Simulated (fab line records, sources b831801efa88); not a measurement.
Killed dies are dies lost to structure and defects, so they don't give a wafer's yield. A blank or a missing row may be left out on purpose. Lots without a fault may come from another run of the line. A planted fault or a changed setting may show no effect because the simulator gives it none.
A struck lot beside a sound one | flow sfq_line | 42 steps out of a route of 325
Sound: wafers L799.1, L799.2, L799.4. Struck: wafer L810.1. (L810.2, L810.5 of the same lot were not struck and are left out.) The cause comes at the end.
At each step with rows: each side's tool, then ch and its chambers, then its first start. Under that, the readings that differ: sound wafers | struck wafers | difference of the means | sigmas: that difference in standard deviations of wafers without a fault.
alike: readings whose means differ by less than 2 such deviations, and words and numbers that are the same on both sides. not compared: withheld readings, readings that some wafer has no value for, bounds like >300 that may hide the same value, and numbers for which the record gives no deviation and whose values overlap.
The two part at a step that has a row with sigmas, a row that says differs or no value, or rows on one side only. Numbers that don't overlap but have no deviation are shown without sigmas and don't part them. A reading that every wafer of one side lacks parts them only if that side has two wafers or more.

SFQ_L0_RS_MEAS_901: measures by four-point-probe.
  sound on film_metro-04, day 2 08:34; struck on film_metro-02, day 4 15:34
  alike: L0_MONX_KI_RS
SFQ_L0_THK_MEAS_902: measures by xrf.
  sound on film_metro-04, day 2 08:41; struck on film_metro-02, day 4 15:41
  alike: L0_MONX_KI_THK
then, 6 steps without rows for these wafers: SFQ_TRILAYER_L0_LITHO_COAT_010 (resist thk 62 nm); SFQ_TRILAYER_L0_LITHO_COAT_005 (resist thk 600 nm); SFQ_TRILAYER_L0_LITHO_SOFTBAKE_009; SFQ_TRILAYER_L0_LITHO_EXPOSE_006 (exposes mask L0, target cd 2000 nm); SFQ_TRILAYER_L0_LITHO_PEB_008 (peb time 60 s); SFQ_TRILAYER_L0_LITHO_DEVELOP_007 (time 60 s).
SFQ_TRILAYER_L0_BARC_OPEN_METAL_ETCH_010: etches BARC in O2, target depth 125 nm, time 41.7 s.
  sound on rie_metal-04 ch 0,1, day 4 00:27; struck on rie_metal-01 ch 1, day 6 07:39
  alike: drypump_motor_current_A, oes_product_au, rf_fwd_power_W
  not compared: rf_hours_counter_h
then, 3 steps without rows for these wafers: SFQ_TRILAYER_L0_ETCH_METAL_ETCH_008 (etches MoNx KI in SF6/O2, stops on SiO2, target depth 50 nm, time 25 s); SFQ_TRILAYER_L0_STRIP_STRIP_009 (strips in O2); SFQ_TRILAYER_L0_STRIP_SOLV_CLEAN_010 (cleans in NMP, time 600 s).
SFQ_TRILAYER_L0_CAP_PECVD_011: deposits SiO2 from SiH4/N2O, time 13.333 s, target thk 60 nm.
  sound on pecvd-02 ch 0,1, day 4 01:20; struck on pecvd-03 ch 2, day 6 08:32
  reading                                             | sound             | struck | difference | sigmas
  model.SiO2_of_TRILAYER_L0_CAP_PECVD_011.thk_nm (nm) | 60.17 60.48 60.59 | 89.36  | +28.95     |
  alike: heater_power_w, rf_fwd_power_W, throttle_valve_pct
  not compared: since_wet_clean_h
then, 6 steps without rows for these wafers: SFQ_TRILAYER_L0_VIA_LITHO_COAT_018 (resist thk 62 nm); SFQ_TRILAYER_L0_VIA_LITHO_COAT_013 (resist thk 650 nm); SFQ_TRILAYER_L0_VIA_LITHO_SOFTBAKE_017; SFQ_TRILAYER_L0_VIA_LITHO_EXPOSE_014 (exposes mask L0V, target cd 700 nm); SFQ_TRILAYER_L0_VIA_LITHO_PEB_016 (peb time 60 s); SFQ_TRILAYER_L0_VIA_LITHO_DEVELOP_015 (time 60 s).
-- the record jumps here: 3 days lie between the struck wafers' starts before and after --
SFQ_L0V_OVL_MEAS_903:
  sound on overlay-02, day 6 10:05; struck on overlay-02, day 9 05:16
  reading      | sound | struck | difference | sigmas
  L0V_OVL (nm) | 6 1 1 | -13    | -16        | -3
SFQ_TRILAYER_L0_VIA_BARC_OPEN_VIA_ETCH_021: etches BARC in O2, target depth 125 nm, time 41.7 s.
  sound on rie_diel-01 ch 0,2,3, day 6 10:07; struck on rie_diel-01 ch 2, day 9 05:19
  reading                | sound             | struck | difference | sigmas
  oes_product_au (a.u.)  | 0.681 0.681 0.683 | 0.694  | +0.012     | +3
  rf_hours_counter_h (h) | 25 103 45         | 105    | +47        |
  alike: drypump_motor_current_A, rf_fwd_power_W
SFQ_TRILAYER_L0_VIA_ETCH_VIA_ETCH_016: etches SiO2 in CHF3, stops on MoNx KI, target depth 80 nm.
  sound on rie_diel-01 ch 0,2,3, day 6 10:10; struck on rie_diel-01 ch 2, day 9 05:21
  reading                         | sound             | struck | difference | sigmas
  oes_product_au (a.u.)           | 0.843 0.845 0.850 | 0.993  | +0.147     | +19
  model.L0V.feature_depth_nm (nm) | 60.17 60.48 60.59 | 79.55  | +19.14     |
  model.etch.depth_nm (nm)        | 60.17 60.48 60.59 | 79.55  | +19.14     |
  alike: drypump_motor_current_A, rf_fwd_power_W
SFQ_TRILAYER_L0_VIA_STRIP_STRIP_017: strips in O2.
  sound on rie_metal-03 ch 0,1, day 6 10:12; struck on rie_metal-02 ch 0, day 9 05:24
  alike: drypump_motor_current_A, oes_product_au
  not compared: rf_hours_counter_h
then, 1 step without rows for these wafers: SFQ_TRILAYER_L0_VIA_STRIP_SOLV_CLEAN_018 (cleans in NMP, time 600 s).
SFQ_TRILAYER_M0_DEP_PRE_CLEAN_020: time 15 s.
  sound on pvd_sputter-05, day 6 10:59; struck on pvd_sputter-05, day 9 06:10
  reading                                             | sound             | struck | difference | sigmas
  model.SiO2_of_TRILAYER_L0_CAP_PECVD_011.thk_nm (nm) | 55.17 55.48 55.59 | 84.36  | +28.95     |
  alike: bias_v
then, 1 step without rows for these wafers: SFQ_TRILAYER_M0_DEP_SPUTTER_019 (material Nb, target thk 200 nm, time 133.3 s).
SFQ_M0_RS_MEAS_904: measures by four-point-probe.
  sound on film_metro-03, day 6 11:05; struck on film_metro-01, day 9 06:17
  alike: M0_NB_RS
then, 6 steps without rows for these wafers: SFQ_TRILAYER_M0_LITHO_COAT_026 (resist thk 62 nm); SFQ_TRILAYER_M0_LITHO_COAT_021 (resist thk 600 nm); SFQ_TRILAYER_M0_LITHO_SOFTBAKE_025; SFQ_TRILAYER_M0_LITHO_EXPOSE_022 (exposes mask M0, target cd 500 nm); SFQ_TRILAYER_M0_LITHO_PEB_024 (peb time 60 s); SFQ_TRILAYER_M0_LITHO_DEVELOP_023 (time 60 s).
-- the record jumps here: 3 days lie between the struck wafers' starts before and after --
SFQ_M0_OVL_MEAS_906:
  sound on overlay-01, day 9 10:04; struck on overlay-01, day 12 08:13
  alike: M0_OVL
SFQ_TRILAYER_M0_BARC_OPEN_METAL_ETCH_031: etches BARC in O2, target depth 125 nm, time 41.7 s.
  sound on rie_metal-02 ch 0,1, day 9 10:07; struck on rie_metal-02 ch 1, day 12 08:16
  alike: drypump_motor_current_A, oes_product_au, rf_fwd_power_W
  not compared: rf_hours_counter_h
SFQ_TRILAYER_M0_ETCH_METAL_ETCH_024: etches Nb in Cl2/Ar, stops on SiO2, target depth 240 nm, time 120 s.
  sound on rie_metal-02 ch 0,1, day 9 10:10; struck on rie_metal-02 ch 1, day 12 08:19
  alike: drypump_motor_current_A, oes_product_au, rf_fwd_power_W
  not compared: rf_hours_counter_h
then, 4 steps without rows for these wafers: SFQ_TRILAYER_M0_STRIP_STRIP_025 (strips in O2); SFQ_TRILAYER_M0_STRIP_SOLV_CLEAN_026 (cleans in NMP, time 600 s); SFQ_TRILAYER_I0_DEP_PECVD_027 (deposits SiO2 from SiH4/N2O, time 111.11 s, target thk 500 nm); SFQ_TRILAYER_I0_CMP_CMP_028 (polishes SiO2).
SFQ_I0_BOW_MEAS_907:
  sound on film_metro-01, day 9 23:32; struck on film_metro-04, day 12 18:32
  alike: I0_BOW
-- the record jumps here: 62 days lie between the struck wafers' starts before and after (it left off in module I0 and takes up again in module M8, whose first step shown is number 325 of the route) --
SFQ_M8_BOW_MEAS_951:
  sound on film_metro-04, day 69 05:31; struck on film_metro-03, day 75 01:15
  reading                  | sound             | struck | difference | sigmas
  model.etest.l0v.link_ohm | 44.15 45.16 44.28 | 1e+06  | +1e+06     |
  alike: M8_BOW

WHERE THEY PART
First at SFQ_L0V_OVL_MEAS_903; last, within this record, at SFQ_TRILAYER_L0_VIA_ETCH_VIA_ETCH_016. Later steps at which nothing parts them and some readings are alike: SFQ_TRILAYER_L0_VIA_STRIP_STRIP_017, SFQ_TRILAYER_M0_DEP_PRE_CLEAN_020, SFQ_M0_RS_MEAS_904, SFQ_M0_OVL_MEAS_906, SFQ_TRILAYER_M0_BARC_OPEN_METAL_ETCH_031, SFQ_TRILAYER_M0_ETCH_METAL_ETCH_024, SFQ_I0_BOW_MEAS_907, SFQ_M8_BOW_MEAS_951.

WHY: what the simulator had put in
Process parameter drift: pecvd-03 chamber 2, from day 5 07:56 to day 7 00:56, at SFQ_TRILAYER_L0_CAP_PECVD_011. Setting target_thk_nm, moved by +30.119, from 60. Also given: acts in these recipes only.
